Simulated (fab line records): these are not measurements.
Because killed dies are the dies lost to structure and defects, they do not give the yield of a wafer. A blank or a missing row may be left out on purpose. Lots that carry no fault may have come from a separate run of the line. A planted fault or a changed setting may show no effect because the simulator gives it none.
Which tool did it?    flow sky130    39 wafers from 13 lots sampled at 3 of the route's 708 steps

WHAT THE GAUGES READ, wafer by wafer
SKY_VT_ADJUST_NCORE_TW_MEAS_11.
lot   measured      on             VT_ADJUST_NCORE_TW
L839  day 9 17:16   film_metro-01  218.4 216.6 217.1
L841  day 9 23:31   film_metro-03  224.0 223.2 223.2
L842  day 10 09:02  film_metro-02  216.7 215.8 214.9
L844  day 10 17:08  film_metro-01  216.8 217.0 216.4
L846  day 11 07:40  film_metro-01  217.8 218.4 218.9
L848  day 11 19:50  film_metro-03  221.4 222.3 223.8
L849  day 12 02:13  film_metro-03  219.5 220.3 220.7
L850  day 12 10:16  film_metro-01  216.4 217.3 216.1
L852  day 13 00:57  film_metro-02  217.6 217.6 217.6
L856  day 14 08:55  film_metro-03  221.4 221.9 220.2
L858  day 14 22:07  film_metro-03  220.9 221.1 221.4
L859  day 15 01:52  film_metro-02  217.2 215.9 216.0
L860  day 15 06:01  film_metro-01  217.2 218.4 217.9

SKY_SONOS_TUNNEL_CD_MEAS_07: target cd 410 nm.
lot   measured      on         cd_nm (nm)
L839  day 12 13:56  cd_sem-01  410.8 409.9 408.6
L841  day 12 21:21  cd_sem-01  408.5 409.7 411.5
L842  day 13 10:38  cd_sem-01  412.9 410.0 409.0
L844  day 13 15:14  cd_sem-02  409.6 410.2 411.2
L846  day 14 06:52  cd_sem-01  409.9 412.6 409.5
L848  day 14 20:23  cd_sem-02  410.2 410.7 412.6
L849  day 15 12:33  cd_sem-01  411.4 411.5 409.4
L850  day 15 16:30  cd_sem-02  411.9 410.9 412.7
L852  day 16 07:00  cd_sem-01  406.8 409.0 407.0
L856  day 17 17:32  cd_sem-02  410.0 409.0 409.2
L858  day 18 09:57  cd_sem-01  409.9 408.7 409.1
L859  day 18 15:11  cd_sem-01  408.5 408.9 408.6
L860  day 18 18:36  cd_sem-01  410.9 410.8 410.5

SKY_SONOS_ONO_THK_MEAS_05.
lot   measured      on             SONOS_ONO_CVD_04_THK (nm)
L839  day 12 20:13  film_metro-03  5.74 5.76 5.73
L841  day 13 03:48  film_metro-01  5.65 5.67 5.76
L842  day 13 17:21  film_metro-02  5.42 5.53 5.50
L844  day 13 22:55  film_metro-01  5.66 5.86 5.70
L846  day 14 13:32  film_metro-02  5.62 5.72 5.70
L848  day 15 01:51  film_metro-01  5.90 5.93 5.92
L849  day 16 01:58  film_metro-01  5.78 5.68 5.81
L850  day 16 03:52  film_metro-01  5.87 5.81 5.86
L852  day 16 12:59  film_metro-01  5.72 5.68 5.63
L856  day 18 01:05  film_metro-01  5.82 5.65 5.70
L858  day 18 15:30  film_metro-01  5.70 5.81 5.83
L859  day 18 21:58  film_metro-02  5.52 5.58 5.67
L860  day 19 00:52  film_metro-01  5.70 5.78 5.74

EACH LOT AND THE TOOL THAT RAN IT (in order: tool; ch and the chambers of the sampled wafers; start)
Before these readings, the record contains no process step.

AS READ BY THE TOOLS THEMSELVES (means over the sampled wafers that have a number; for cases with no such wafer, the mark the record gives instead)
The record holds no such reading with a usual standard deviation.

THE ANSWER, worked out from the rows above alone
Rule: what is usual is taken from the lots themselves. Put in order of their means at a reading, lots are off if they are a third of the lots or fewer, leave a main group of 4 or more, and stand apart from it by a gap of 3 or more times the standard deviation of the main group's means; of several such gaps the widest counts. Not used: any main group whose means are identical at the precision the tables above print for the reading. A lot without any number at a reading at which 4 lots or more have one is off too. Any other lot the step has rows for is counted as sound. First the gauges in route order, then the tools' own readings, where a lot's mean is used as printed above. At the first step where some lot is off, the reading lying furthest off is the one used; lots without a number count as furthest.
No lot is off at any reading shown: from this, nothing can be told.

WHAT HAD BEEN PUT IN BY THE SIMULATOR
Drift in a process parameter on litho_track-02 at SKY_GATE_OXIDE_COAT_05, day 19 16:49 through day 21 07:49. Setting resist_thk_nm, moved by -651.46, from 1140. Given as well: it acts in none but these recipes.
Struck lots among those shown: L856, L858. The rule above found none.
